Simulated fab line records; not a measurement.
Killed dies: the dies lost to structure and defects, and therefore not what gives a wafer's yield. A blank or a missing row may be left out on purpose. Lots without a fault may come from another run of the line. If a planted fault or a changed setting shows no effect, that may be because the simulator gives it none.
Which tool did it? :: flow gf180mcu :: Sampling: 6 lots, 18 wafers, 3 of 602 route steps

== WHAT EACH GAUGE READ, for each wafer ==
GF_TOP_METAL_RS_MEAS_05: the measuring method here is four-point-probe.
lot: L633
measured: day 27 21:34
on: filmMetro-03
TOP_METAL_ALCU_RS (ohm/sq): 0.03319 0.03277 0.03286

lot: L639
measured: day 30 01:04
on: filmMetro-02
TOP_METAL_ALCU_RS (ohm/sq): 0.03247 0.03245 0.03271

lot: L641
measured: day 30 16:14
on: filmMetro-04
TOP_METAL_ALCU_RS (ohm/sq): 0.03235 0.03252 0.03246

lot: L650
measured: day 33 01:47
on: filmMetro-02
TOP_METAL_ALCU_RS (ohm/sq): 0.03253 0.03241 0.02536 0.03253 0.03239 0.02535

lot: L652
measured: day 33 03:52
on: filmMetro-02
TOP_METAL_ALCU_RS (ohm/sq): 0.03288 0.03256 0.03282

lot: L654
measured: day 33 13:28
on: filmMetro-04
TOP_METAL_ALCU_RS (ohm/sq): 0.03255 0.03244 0.03268

== EACH LOT AND THE TOOL THAT RAN IT (in order: tool; ch and the chambers of the sampled wafers; start) ==
lot: L633
GF_V5_SPUTTER_22: pvdSputter-01, day 27 20:41
GF_TOP_METAL_SPUTTER_02: pvdSputter-04, day 27 21:27

lot: L639
GF_V5_SPUTTER_22: pvdSputter-01, day 30 00:13
GF_TOP_METAL_SPUTTER_02: pvdSputter-01, day 30 00:59

lot: L641
GF_V5_SPUTTER_22: pvdSputter-01, day 30 15:22
GF_TOP_METAL_SPUTTER_02: pvdSputter-01, day 30 16:07

lot: L650
GF_V5_SPUTTER_22: pvdSputter-02, day 33 00:56
GF_TOP_METAL_SPUTTER_02: pvdSputter-01, day 33 01:42

lot: L652
GF_V5_SPUTTER_22: pvdSputter-03, day 33 03:01
GF_TOP_METAL_SPUTTER_02: pvdSputter-02, day 33 03:47

lot: L654
GF_V5_SPUTTER_22: pvdSputter-03, day 33 12:34
GF_TOP_METAL_SPUTTER_02: pvdSputter-02, day 33 13:19
- GF_V5_SPUTTER_22: material TiN, target thk 10 nm, time 40 s.
- GF_TOP_METAL_SPUTTER_02: material AlCu, target thk 900 nm, time 47.82 s.

== THE ANSWER, worked out from the rows above alone ==
Rule: the lots themselves supply what counts as usual. Put in order of their means at a reading, lots are off if they are a third of the lots or fewer, leave a main group of 4 or more, and stand apart from it by a gap of 3 or more times the standard deviation of the main group's means; of several such gaps the widest counts. A main group whose means are all the same, to the digits that the tables above print for the reading, isn't used. Also off: a lot with no number at a reading for which 4 or more lots have one. All remaining lots with rows at the step are treated as sound.
Off: L650, seen at GF_TOP_METAL_RS_MEAS_05 (TOP_METAL_ALCU_RS). The main group: mean 0.03265 ohm/sq, standard deviation 0.00018.
A tool fits if, at a process step before that reading, it ran every lot that is off, and no sound lot after the first of them. The gauges at GF_TOP_METAL_RS_MEAS_05 are tried like those tools. Undecided on this evidence; 2 tools fit (pvdSputter-02 at GF_V5_SPUTTER_22, pvdSputter-01 at GF_TOP_METAL_SPUTTER_02).

== WHAT THE SIMULATOR PUT IN ==
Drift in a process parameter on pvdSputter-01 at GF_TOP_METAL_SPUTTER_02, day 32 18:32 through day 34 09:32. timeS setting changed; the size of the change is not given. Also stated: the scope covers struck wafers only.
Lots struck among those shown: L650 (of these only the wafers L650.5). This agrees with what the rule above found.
